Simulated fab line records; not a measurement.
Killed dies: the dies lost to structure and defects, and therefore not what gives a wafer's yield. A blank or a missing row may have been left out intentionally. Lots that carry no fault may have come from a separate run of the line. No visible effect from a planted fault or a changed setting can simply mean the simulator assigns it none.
The tool behind it: which one?    flow gf180mcu    14 lots, 42 wafers sampled, at 3 steps of a route of 602

## WHAT THE GAUGES SHOWED, per wafer
GF_M5_CD_MEAS_07 targets a cd of 280 nm. Usual: 280.5 nm for cdNm, sd 1.1.
lot   measured      on        cdNm (nm)          flag
L131  day 26 11:25  cdSem-02  279.8 279.5 280.3  
L136  day 28 04:10  cdSem-02  279.8 280.5 281.0  
L138  day 28 23:27  cdSem-02  281.3 280.6 280.3  
L139  day 29 05:47  cdSem-02  282.4 282.9 283.1  
L140  day 29 14:02  cdSem-01  281.0 281.2 279.7  
L141  day 29 18:04  cdSem-01  279.8 280.9 280.4  
L142  day 30 03:49  cdSem-02  280.4 281.3 281.0  
L143  day 30 05:46  cdSem-02  282.2 283.3 283.8  
L144  day 30 13:34  cdSem-02  280.5 279.9 280.1  
L145  day 30 17:41  cdSem-01  281.0 281.1 281.0  
L146  day 31 04:43  cdSem-02  280.6 279.3 280.0  
L149  day 31 19:17  cdSem-02  278.5 278.4 278.6  
L151  day 32 07:55  cdSem-02  282.2 280.5 282.5  
L152  day 32 15:32  cdSem-01  279.7 280.5 279.8  

GF_V5_BOW_MEAS_05. Usual: V5_BOW 133 um, standard deviation 10.
lot   measured      on            V5_BOW (um)  flag
L131  day 26 12:59  filmMetro-02  128 142 128  
L136  day 28 05:40  filmMetro-03  130 133 133  
L138  day 29 00:58  filmMetro-02  147 156 142  
L139  day 29 07:19  filmMetro-04  135 138 140  
L140  day 29 15:33  filmMetro-02  133 145 124  
L141  day 29 19:35  filmMetro-04  136 119 128  
L142  day 30 05:21  filmMetro-02  146 136 141  
L143  day 30 07:15  filmMetro-03  106 116 117  
L144  day 30 15:44  filmMetro-04  143 150 157  
L145  day 30 19:25  filmMetro-04  143 135 128  
L146  day 31 06:22  filmMetro-02  134 142 150  
L149  day 31 20:54  filmMetro-04  119 115 128  
L151  day 32 09:26  filmMetro-03  136 130 136  
L152  day 32 16:57  filmMetro-03  130 133 126  

## TOOL THAT RAN EACH LOT (tool first, then ch and the chambers of the sampled wafers, then the start)
lot   GF_V4_STRIP_18
L131  plasmaAsher-03 ch 0,1, day 24 14:37
L136  plasmaAsher-03 ch 0,1, day 26 09:31
L138  plasmaAsher-03 ch 0,1, day 27 05:23
L139  plasmaAsher-03 ch 0,1, day 27 13:23
L140  plasmaAsher-03 ch 0,1, day 27 21:26
L141  plasmaAsher-04 ch 0,1, day 28 01:43
L142  plasmaAsher-04 ch 0,1, day 28 11:25
L143  plasmaAsher-01 ch 0,1, day 28 14:22
L144  plasmaAsher-04 ch 0,1, day 28 22:40
L145  plasmaAsher-03 ch 0,1, day 29 01:46
L146  plasmaAsher-03 ch 0,1, day 29 14:41
L149  plasmaAsher-01 ch 0,1, day 30 05:49
L151  plasmaAsher-01 ch 0,1, day 30 19:13
L152  plasmaAsher-01 ch 0,1, day 31 03:47
- GF_V4_STRIP_18: strips in O2/N2.

## WHAT THE TOOLS THEMSELVES READ (means of the sampled wafers that have a number; where no wafer has one, the mark that the record gives instead)
GF_V4_STRIP_18. Usual: drypumpMotorCurrentA 6.1 A, standard deviation 0.47; heaterPowerW 314 W, standard deviation 22; o2FlowSccm 2999 sccm, standard deviation 9.9; oesProductAu 0.593 a.u., standard deviation 0.0051; platenTempC 250.00 C, standard deviation 0.18.
lot   tool            drypumpMotorCurrentA (A)  heaterPowerW (W)  o2FlowSccm (sccm)  oesProductAu (a.u.)  platenTempC (C)  flag
L131  plasmaAsher-03  6.0                       341               3006               0.591                250.08           
L136  plasmaAsher-03  6.0                       334               2986               0.593                250.05           
L138  plasmaAsher-03  6.1                       340               3000               0.593                249.92           
L139  plasmaAsher-03  6.0                       340               2992               0.592                249.77           
L140  plasmaAsher-03  6.1                       331               2999               0.590                250.02           
L141  plasmaAsher-04  5.5                       309               3003               0.593                250.02           
L142  plasmaAsher-04  5.5                       310               3005               0.598                250.03           
L143  plasmaAsher-01  6.6                       307               3009               0.594                250.09           
L144  plasmaAsher-04  5.5                       308               2999               0.590                249.95           
L145  plasmaAsher-03  6.1                       327               2997               0.589                249.66           
L146  plasmaAsher-03  6.0                       336               2995               0.590                250.02           
L149  plasmaAsher-01  6.6                       301               3005               0.595                250.10           
L151  plasmaAsher-01  6.7                       304               2999               0.588                250.24           
L152  plasmaAsher-01  6.7                       306               2996               0.583                250.18           

## THE ANSWER, worked out from the rows above alone
Rule: a lot is off if the mean of its wafers that have a number lies more than 3 standard deviations from the usual mean. Also off: a lot with no number at a reading for which 4 or more lots have one. All remaining lots with rows at the step are treated as sound. After the gauges, taken in route order, come the tools' own readings; for these a lot's mean is taken, as printed above. The first step at which some lot is off is used, and at that step the reading that is off furthest; a lot without a number counts as furthest.
No lot is off at any reading shown: from this, nothing can be told.

## WHAT THE SIMULATOR HAD INSERTED
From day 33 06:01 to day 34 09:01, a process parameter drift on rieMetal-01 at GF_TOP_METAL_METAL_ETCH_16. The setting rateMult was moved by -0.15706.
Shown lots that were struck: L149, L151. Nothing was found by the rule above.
